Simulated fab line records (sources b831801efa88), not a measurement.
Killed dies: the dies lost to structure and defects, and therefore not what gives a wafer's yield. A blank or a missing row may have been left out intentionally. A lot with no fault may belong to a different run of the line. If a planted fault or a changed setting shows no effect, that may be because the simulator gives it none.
Which tool did it? ; flow gf180mcu ; Sampling: 24 lots, 72 wafers, 4 of 602 route steps

WHAT EACH GAUGE READ, for each wafer
GF_V4_THK_MEAS_01. Usual: V4_CVD_00_THK typically reads 599 nm, with standard deviation 7.
lot;measured;on;V4_CVD_00_THK (nm);flag
L074;day 23 15:49;film_metro-01;609 616 615;
L075;day 23 17:36;film_metro-04;606 588 602;
L076;day 24 02:39;film_metro-04;590 601 596;
L077;day 24 11:35;film_metro-01;605 603 593;
L078;day 24 19:53;film_metro-01;598 598 607;
L080;day 25 16:41;film_metro-02;603 607 605;
L079;day 25 18:30;film_metro-04;592 607 596;
L081;day 26 01:55;film_metro-01;603 602 603;
L082;day 26 05:39;film_metro-01;593 597 596;
L083;day 26 21:40;film_metro-01;595 598 596;
L084;day 27 04:41;film_metro-01;599 601 600;
L085;day 27 11:36;film_metro-04;599 587 608;
L086;day 27 17:04;film_metro-02;595 602 602;
L087;day 28 03:38;film_metro-01;596 591 591;
L088;day 28 05:11;film_metro-02;589 604 606;
L089;day 28 17:08;film_metro-02;589 591 597;
L090;day 29 03:25;film_metro-01;605 602 602;
L091;day 29 09:10;film_metro-01;602 589 596;
L092;day 29 14:28;film_metro-04;596 598 615;
L094;day 29 18:59;film_metro-01;599 608 595;
L093;day 29 23:54;film_metro-04;594 590 604;
L095;day 30 05:28;film_metro-02;598 587 597;
L096;day 30 13:30;film_metro-02;599 613 607;
L097;day 30 16:02;film_metro-02;591 590 594;

WHAT TOOL EACH LOT RAN ON (gives the tool, then ch and the chambers of the sampled wafers, and finally the start)
lot;GF_M3_SPUTTER_03;GF_M4_SPUTTER_01;GF_M4_SPUTTER_03
L074;pvd_sputter-02, day 20 11:14;pvd_sputter-04, day 22 15:40;pvd_sputter-04, day 22 15:43
L075;pvd_sputter-03, day 20 14:32;pvd_sputter-04, day 22 17:40;pvd_sputter-04, day 22 17:44
L076;pvd_sputter-01, day 21 01:33;pvd_sputter-03, day 23 03:14;pvd_sputter-03, day 23 03:18
L077;pvd_sputter-03, day 21 09:41;pvd_sputter-03, day 23 11:02;pvd_sputter-03, day 23 11:06
L078;pvd_sputter-03, day 21 19:38;pvd_sputter-04, day 23 20:49;pvd_sputter-04, day 23 20:53
L080;pvd_sputter-01, day 22 17:59;pvd_sputter-04, day 24 18:06;pvd_sputter-04, day 24 18:10
L079;pvd_sputter-01, day 22 19:32;pvd_sputter-01, day 24 19:43;pvd_sputter-01, day 24 19:46
L081;pvd_sputter-01, day 23 02:29;pvd_sputter-04, day 25 03:19;pvd_sputter-04, day 25 03:23
L082;pvd_sputter-02, day 23 08:50;pvd_sputter-01, day 25 07:19;pvd_sputter-01, day 25 07:22
L083;pvd_sputter-03, day 24 00:22;pvd_sputter-04, day 25 23:43;pvd_sputter-04, day 25 23:46
L084;pvd_sputter-03, day 24 09:28;pvd_sputter-01, day 26 07:23;pvd_sputter-01, day 26 07:27
L085;pvd_sputter-01, day 24 17:31;pvd_sputter-01, day 26 14:25;pvd_sputter-01, day 26 14:28
L086;pvd_sputter-01, day 24 22:29;pvd_sputter-03, day 26 19:58;pvd_sputter-03, day 26 20:01
L087;pvd_sputter-03, day 25 10:23;pvd_sputter-01, day 27 06:50;pvd_sputter-01, day 27 06:53
L088;pvd_sputter-02, day 25 11:07;pvd_sputter-03, day 27 08:18;pvd_sputter-03, day 27 08:22
L089;pvd_sputter-02, day 26 00:02;pvd_sputter-03, day 27 20:13;pvd_sputter-03, day 27 20:16
L090;pvd_sputter-02, day 26 11:29;pvd_sputter-04, day 28 06:48;pvd_sputter-04, day 28 06:52
L091;pvd_sputter-02, day 26 17:26;pvd_sputter-04, day 28 12:46;pvd_sputter-04, day 28 12:50
L092;pvd_sputter-01, day 26 22:44;pvd_sputter-01, day 28 18:10;pvd_sputter-01, day 28 18:14
L094;pvd_sputter-01, day 27 05:01;pvd_sputter-01, day 28 23:09;pvd_sputter-01, day 28 23:13
L093;pvd_sputter-01, day 27 08:51;pvd_sputter-04, day 29 04:17;pvd_sputter-04, day 29 04:20
L095;pvd_sputter-02, day 27 16:08;pvd_sputter-04, day 29 09:50;pvd_sputter-04, day 29 09:54
L096;pvd_sputter-03, day 28 00:52;pvd_sputter-01, day 29 18:04;pvd_sputter-01, day 29 18:07
L097;pvd_sputter-01, day 28 04:02;pvd_sputter-03, day 29 21:27;pvd_sputter-03, day 29 21:31
- GF_M3_SPUTTER_03: material Ti, target thk 10 nm, time 6.7 s.
- GF_M4_SPUTTER_01: material TiN, target thk 30 nm, time 25 s.
- GF_M4_SPUTTER_03: material Ti, target thk 10 nm, time 6.7 s.

WHAT THE TOOLS THEMSELVES READ (means of the sampled wafers that have a number; where no wafer has one, the mark that the record gives instead)
GF_M3_SPUTTER_03. Usual: cathode_dc_power_W 3000.0 W, standard deviation 0.55; throttle_valve_pct 30.5 %, standard deviation 1.1.
lot;tool;cathode_dc_power_W (W);throttle_valve_pct (%);flag
L074;pvd_sputter-02;2999.8;30.9;
L075;pvd_sputter-03;2999.6;30.0;
L076;pvd_sputter-01;3000.3;30.5;
L077;pvd_sputter-03;3000.2;30.6;
L078;pvd_sputter-03;3000.6;29.7;
L080;pvd_sputter-01;3000.1;32.0;
L079;pvd_sputter-01;3000.2;31.9;
L081;pvd_sputter-01;2999.8;32.2;
L082;pvd_sputter-02;2999.2;29.2;
L083;pvd_sputter-03;3000.0;29.9;
L084;pvd_sputter-03;2999.8;29.8;
L085;pvd_sputter-01;3000.7;31.3;
L086;pvd_sputter-01;3000.4;30.7;
L087;pvd_sputter-03;3000.4;30.0;
L088;pvd_sputter-02;2999.9;29.8;
L089;pvd_sputter-02;3000.4;29.8;
L090;pvd_sputter-02;2999.8;30.0;
L091;pvd_sputter-02;3000.4;30.5;
L092;pvd_sputter-01;3000.3;30.7;
L094;pvd_sputter-01;2999.6;30.4;
L093;pvd_sputter-01;3000.5;31.3;
L095;pvd_sputter-02;2999.9;30.4;
L096;pvd_sputter-03;3000.2;29.9;
L097;pvd_sputter-01;2999.6;31.5;

GF_M4_SPUTTER_01. Usual: cathode_dc_power_W 6500.0 W, standard deviation 1.2; throttle_valve_pct 30.8 %, standard deviation 0.83.
lot;tool;cathode_dc_power_W (W);throttle_valve_pct (%);flag
L074;pvd_sputter-04;6498.6;31.0;
L075;pvd_sputter-04;6499.7;31.0;
L076;pvd_sputter-03;6500.1;30.3;
L077;pvd_sputter-03;6500.2;30.6;
L078;pvd_sputter-04;6498.4;30.8;
L080;pvd_sputter-04;6499.4;30.9;
L079;pvd_sputter-01;6499.5;30.5;
L081;pvd_sputter-04;6500.1;30.9;
L082;pvd_sputter-01;6500.5;32.1;
L083;pvd_sputter-04;6500.2;31.0;
L084;pvd_sputter-01;6499.5;30.7;
L085;pvd_sputter-01;6499.6;31.4;
L086;pvd_sputter-03;6500.1;29.8;
L087;pvd_sputter-01;6499.5;30.7;
L088;pvd_sputter-03;6500.7;29.7;
L089;pvd_sputter-03;6499.6;30.3;
L090;pvd_sputter-04;6499.9;30.7;
L091;pvd_sputter-04;6498.8;30.7;
L092;pvd_sputter-01;6499.7;31.9;
L094;pvd_sputter-01;6500.3;31.4;
L093;pvd_sputter-04;6501.5;30.8;
L095;pvd_sputter-04;6500.3;30.8;
L096;pvd_sputter-01;6500.2;32.0;
L097;pvd_sputter-03;6499.5;31.2;

GF_M4_SPUTTER_03. Usual: cathode_dc_power_W 3000.0 W, standard deviation 0.52; throttle_valve_pct 30.8 %, standard deviation 0.85.
lot;tool;cathode_dc_power_W (W);throttle_valve_pct (%);flag
L074;pvd_sputter-04;2999.9;31.0;
L075;pvd_sputter-04;3000.2;31.0;
L076;pvd_sputter-03;3000.3;30.4;
L077;pvd_sputter-03;2999.8;30.5;
L078;pvd_sputter-04;2998.7;30.8;
L080;pvd_sputter-04;3000.2;30.7;
L079;pvd_sputter-01;3000.2;30.7;
L081;pvd_sputter-04;2999.7;31.2;
L082;pvd_sputter-01;3000.3;32.0;
L083;pvd_sputter-04;3000.1;30.7;
L084;pvd_sputter-01;2999.5;30.7;
L085;pvd_sputter-01;3000.6;31.5;
L086;pvd_sputter-03;2999.8;29.8;
L087;pvd_sputter-01;3000.2;30.8;
L088;pvd_sputter-03;2999.9;29.7;
L089;pvd_sputter-03;2999.8;30.3;
L090;pvd_sputter-04;3000.4;30.9;
L091;pvd_sputter-04;2999.9;30.9;
L092;pvd_sputter-01;3000.6;32.1;
L094;pvd_sputter-01;2999.8;31.2;
L093;pvd_sputter-04;2999.6;30.8;
L095;pvd_sputter-04;2999.7;30.9;
L096;pvd_sputter-01;3000.6;32.0;
L097;pvd_sputter-03;3000.1;31.2;

THE ANSWER, worked out from the rows above alone
Rule: lot off if the mean of its wafers having a number is beyond 3 standard deviations from the usual mean. Also off: a lot with no number at a reading for which 4 or more lots have one. Where the step has rows for the other lots, those lots are counted as sound. The gauges are gone through in route order, then the tools' own readings, and for those a lot's mean is taken as printed above. The first step at which some lot is off is used, and at that step the reading that is off furthest; a lot without a number counts as furthest.
Nothing can be told from this: no lot is off at any reading shown.

WHAT HAD BEEN PUT IN BY THE SIMULATOR
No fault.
